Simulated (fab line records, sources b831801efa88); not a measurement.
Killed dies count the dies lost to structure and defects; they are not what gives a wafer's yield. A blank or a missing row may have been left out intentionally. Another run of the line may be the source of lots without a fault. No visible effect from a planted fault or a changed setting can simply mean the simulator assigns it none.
A lot that was struck, set against a sound lot :: flow sfqLine :: 19 steps out of a route of 325
Sound: wafers L168.3, L168.4, L168.5. Struck: wafer L169.2 (left out: L169.3, L169.4 of the same lot, which were not struck); the cause appears at the end.
Order at every step that has rows: each side's tool, ch and its chambers, its first start. Under that, the readings that differ: sound wafers :: struck wafers :: difference of the means :: sigmas: that difference in standard deviations of wafers without a fault.
alike: readings with means less than 2 such deviations apart, plus words and numbers identical on both sides. not compared: withheld readings, readings lacking a value on some wafer, bounds such as >300 that could conceal the same value, and numbers that have no deviation in the record and whose values overlap.
Wherever a step has rows on one side only, a row that says differs or no value, or a row with sigmas, the two part there. Numbers that don't overlap but have no deviation are shown without sigmas and don't part them. Lack of a reading on every wafer of one side parts them only where that side has two or more wafers.

first, 3 steps without rows for these wafers: SFQ_TRILAYER_R5_LITHO_EXPOSE_137 (exposes mask R5, target cd 500 nm); SFQ_TRILAYER_R5_LITHO_PEB_139 (peb time 60 s); SFQ_TRILAYER_R5_LITHO_DEVELOP_138 (time 60 s).
SFQ_R5_OVL_MEAS_935:
  struck on overlay-02, day 57 20:36; sound on overlay-02, day 57 13:24
reading: R5_OVL (nm)
sound: -1 0 -3
struck: 14
difference: +15
sigmas: +3
SFQ_TRILAYER_R5_BARC_OPEN_METAL_ETCH_177: etches BARC in O2, target depth 125 nm, time 41.7 s.
  sound on rieMetal-02 ch 0,1, day 57 13:27; struck on rieMetal-01 ch 0, day 57 20:38
reading: rfHoursCounterH (h)
sound: - - -
struck: 104
difference: no value on the sound wafers
sigmas: 
  alike: drypumpMotorCurrentA, heBacksideLeakSccm, oesProductAu
SFQ_TRILAYER_R5_ETCH_METAL_ETCH_139: etches the open film in Cl2, stops on SiO2, target depth 60 nm, time 40 s.
  sound on rieMetal-02 ch 0,1, day 57 13:30; struck on rieMetal-01 ch 0, day 57 20:41
reading: rfHoursCounterH (h)
sound: - - -
struck: 104
difference: no value on the sound wafers
sigmas: 
  alike: drypumpMotorCurrentA, heBacksideLeakSccm, oesProductAu
SFQ_TRILAYER_R5_STRIP_STRIP_140: strips in O2.
  sound on rieMetal-02 ch 0,1, day 57 13:44; struck on rieMetal-01 ch 0, day 57 20:44
reading: oesProductAu (a.u.)
sound: 0.990 0.997 0.997
struck: 0.965
difference: -0.030
sigmas: -2

reading: rfHoursCounterH (h)
sound: - - -
struck: 104
difference: no value on the sound wafers
sigmas: 
  alike: drypumpMotorCurrentA, heBacksideLeakSccm, platenTempC
then, 1 step without rows for these wafers: SFQ_TRILAYER_R5_STRIP_SOLV_CLEAN_141 (cleans in NMP, time 600 s).
SFQ_TRILAYER_A5C_DEP_PECVD_142: deposits SiO2 from SiH4/N2O, time 15.556 s, target thk 70 nm.
  sound on pecvd-04 ch 0,1, day 57 14:19; struck on pecvd-04 ch 2, day 57 21:31
  alike: chamberPressureTorr, heaterPowerW, throttleValvePct
then, 3 steps without rows for these wafers: SFQ_TRILAYER_I5_LITHO_COAT_149 (resist thk 62 nm); SFQ_TRILAYER_I5_LITHO_COAT_144 (resist thk 650 nm); SFQ_TRILAYER_I5_LITHO_SOFTBAKE_148.
-- the record jumps here: 3 days lie between the struck wafers' starts before and after --
SFQ_TRILAYER_I5_LITHO_EXPOSE_145: exposes mask I5, target cd 700 nm.
  sound on krfScanner-02 ch 0, day 60 15:47; struck on krfScanner-02 ch 0, day 60 20:23
  alike: mask
then, 2 steps without rows for these wafers: SFQ_TRILAYER_I5_LITHO_PEB_147 (peb time 60 s); SFQ_TRILAYER_I5_LITHO_DEVELOP_146 (time 60 s).
SFQ_I5_OVL_MEAS_936:
  struck on overlay-02, day 60 21:42; sound on overlay-02, day 60 16:54
  alike: I5_OVL
SFQ_TRILAYER_I5_BARC_OPEN_VIA_ETCH_200: etches BARC in O2, target depth 125 nm, time 41.7 s.
  sound on rieDiel-01 ch 0,1,2, day 60 16:56; struck on rieDiel-04 ch 1, day 60 21:44
reading: model.I5.cdNm (nm)
sound: 701.4 701.6 698.7
struck: 707.4
difference: +6.8
sigmas: 
  alike: drypumpMotorCurrentA, oesProductAu
  not compared: rfHoursCounterH
SFQ_TRILAYER_I5_ETCH_VIA_ETCH_147: etches the open film in CHF3, stops on Nb, target depth 360 nm.
  sound on rieDiel-01 ch 0,1,2, day 60 16:58; struck on rieDiel-04 ch 1, day 60 21:46
reading: model.I5.cdNm (nm)
sound: 699.4 702.1 700.5
struck: 704.6
difference: +3.9
sigmas: 
  alike: drypumpMotorCurrentA, oesProductAu
SFQ_TRILAYER_I5_STRIP_STRIP_148: strips in O2.
  sound on rieMetal-01 ch 0,1, day 60 17:19; struck on rieMetal-03 ch 0, day 60 21:55
reading: drypumpMotorCurrentA (A)
sound: 6.1 5.4 6.1
struck: 5.0
difference: -0.9
sigmas: -3

reading: rfHoursCounterH (h)
sound: - - -
struck: 44
difference: no value on the sound wafers
sigmas: 
  alike: heBacksideLeakSccm, oesProductAu, platenTempC

== WHERE THEY PART ==
Earliest at SFQ_R5_OVL_MEAS_935; latest, in this record, at SFQ_TRILAYER_I5_STRIP_STRIP_148.

WHY: the cause the simulator had injected
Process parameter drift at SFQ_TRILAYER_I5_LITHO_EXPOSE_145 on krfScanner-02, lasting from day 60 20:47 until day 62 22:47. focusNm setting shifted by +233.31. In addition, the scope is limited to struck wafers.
